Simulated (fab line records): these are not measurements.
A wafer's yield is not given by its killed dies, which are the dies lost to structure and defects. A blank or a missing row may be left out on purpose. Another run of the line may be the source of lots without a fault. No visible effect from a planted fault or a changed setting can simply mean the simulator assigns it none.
Lot-split experiment + flow sky130 + route with 708 steps; 5 lots, 23 wafers read

ON THE SPLIT
At SKY_SONOS_ONO_DEVELOP_12 (develop time 60 s), the setting dev temp c was moved away from the recipe's 23 C on 7 of the 23 wafers read, by -15.4% to +9.0%. For the rest of the wafers, this setting stayed at what the recipe calls for.

Split to reading: the file shows no intervening step.

THE READING
cd nm (nm) at SKY_SONOS_ONO_CD_MEAS_13, where the cd target is 410 nm. Fault-free wafers of this fab line usually give 409.5 nm, standard deviation 2.3 nm.

| wafer  | tool, chamber at the split | dev temp c as run, C | against the recipe | cd nm, nm | against lot-mates on the recipe |
|--------|----------------------------|----------------------|--------------------|-----------|---------------------------------|
| L077.1 | litho track-04, 0          | 23                   | recipe             | 409.3     | -                               |
| L077.2 | litho track-04, 0          | 25.08                | +9.0%              | 415.1     | +4.7                            |
| L077.3 | litho track-04, 0          | 23                   | recipe             | 410.9     | -                               |
| L077.5 | litho track-04, 0          | 25.08                | +9.0%              | 417.5     | +7.1                            |
| L077.6 | litho track-04, 0          | 23                   | recipe             | 410.9     | -                               |
| L080.2 | litho track-04, 0          | 23                   | recipe             | 407.5     | -                               |
| L080.4 | litho track-04, 0          | 23                   | recipe             | 404.8     | -                               |
| L080.5 | litho track-04, 0          | 23                   | recipe             | 404.6     | -                               |
| L082.1 | litho track-02, 0          | 23                   | recipe             | 409.9     | -                               |
| L082.3 | litho track-02, 0          | 23                   | recipe             | 411.2     | -                               |
| L082.4 | litho track-02, 0          | 23                   | recipe             | 409.2     | -                               |
| L082.5 | litho track-02, 0          | 23                   | recipe             | 411.0     | -                               |
| L082.6 | litho track-02, 0          | 23                   | recipe             | 411.3     | -                               |
| L084.1 | litho track-01, 0          | 19.51                | -15.2%             | 400.9     | -10.5                           |
| L084.2 | litho track-01, 0          | 19.51                | -15.2%             | 400.0     | -11.4                           |
| L084.3 | litho track-01, 0          | 19.51                | -15.2%             | 400.1     | -11.3                           |
| L084.5 | litho track-01, 0          | 23                   | recipe             | 411.8     | -                               |
| L084.6 | litho track-01, 0          | 23                   | recipe             | 411.0     | -                               |
| L085.1 | litho track-02, 0          | 23                   | recipe             | 408.6     | -                               |
| L085.2 | litho track-02, 0          | 23                   | recipe             | 409.4     | -                               |
| L085.3 | litho track-02, 0          | 19.45                | -15.4%             | 398.5     | -10.2                           |
| L085.4 | litho track-02, 0          | 19.45                | -15.4%             | 401.3     | -7.4                            |
| L085.5 | litho track-02, 0          | 23                   | recipe             | 408.2     | -                               |

THE FIT
A straight line over all 23 wafers: cd nm changes by +0.631 nm for each +1% of dev temp c; r = +0.92; the points scatter about the line by 2 nm.
The same after taking each lot's own level away (the mean of its wafers on the recipe; 23 wafers): +0.664 nm for each +1%; r = +0.98; scatter 1.1 nm.
The reading moves by 10 nm for the largest change in dev temp c, on that fit.
Across the lots, their own levels run from 405.63 to 411.40 nm, a range of 2.5 times the standard deviation given above.
Hence the lot-to-lot level has little effect on the slope; both slopes agree.
Check: -10.3 nm against its lot-mates is what the line predicts for one of the wafers moved furthest among these (-15.4%) when that wafer is left out of the fit. Against them it came out at -10.2 nm.

THE OTHER SPLITS THESE WAFERS WENT THROUGH
Before the reading, these wafers also passed through other splits. Each is held against what the fit with the lots' levels taken away leaves over:
| other split on the same wafers             | wafers away from the commonest value | r with cd nm (lot level and that fit taken away) |
|--------------------------------------------|--------------------------------------|--------------------------------------------------|
| SKY_VT_ADJUST_LVTN_COAT_13 resist thk nm   | 8                                    | +0.18                                            |
| SKY_VT_ADJUST_NCORE_EXPOSE_04 dose mj      | 7                                    | +0.11                                            |
| SKY_VT_ADJUST_HVTR_IMPLANT_09 dose cm2     | 8                                    | -0.05                                            |
| SKY_VT_ADJUST_PCH_IMPLANT_08 energy kev    | 6                                    | -0.09                                            |
| SKY_SONOS_TUNNEL_DEVELOP_06 develop time s | 7                                    | -0.13                                            |
| SKY_SONOS_TUNNEL_IMPLANT_09 dose cm2       | 8                                    | -0.02                                            |
| SKY_SONOS_ONO_CVD_04 temp c                | 10                                   | +0.00                                            |

THE WHOLE CHAIN: every reading that the file lists as answering this split, in the file's order
| step                     | what it does                                                       | reading                                                          | change (the file's fit)               | r (the file's) |
|--------------------------|--------------------------------------------------------------------|------------------------------------------------------------------|---------------------------------------|----------------|
| SKY_SONOS_ONO_CD_MEAS_13 | target cd 410 nm                                                   | cd nm                                                            | +0.649 nm for each +1% of the setting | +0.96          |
| SKY_SONOS_ONO_ETCH_15    | etches the open film in CHF3/O2, target depth 19.52 nm, time 7.8 s | SONOS_ONO.cd nm (the simulator's own value, which no gauge read) | +0.649 nm for each +1% of the setting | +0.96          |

THE FILE'S OWN FIT
cd nm changes by +0.649 nm for each +1% of dev temp c, r = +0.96.
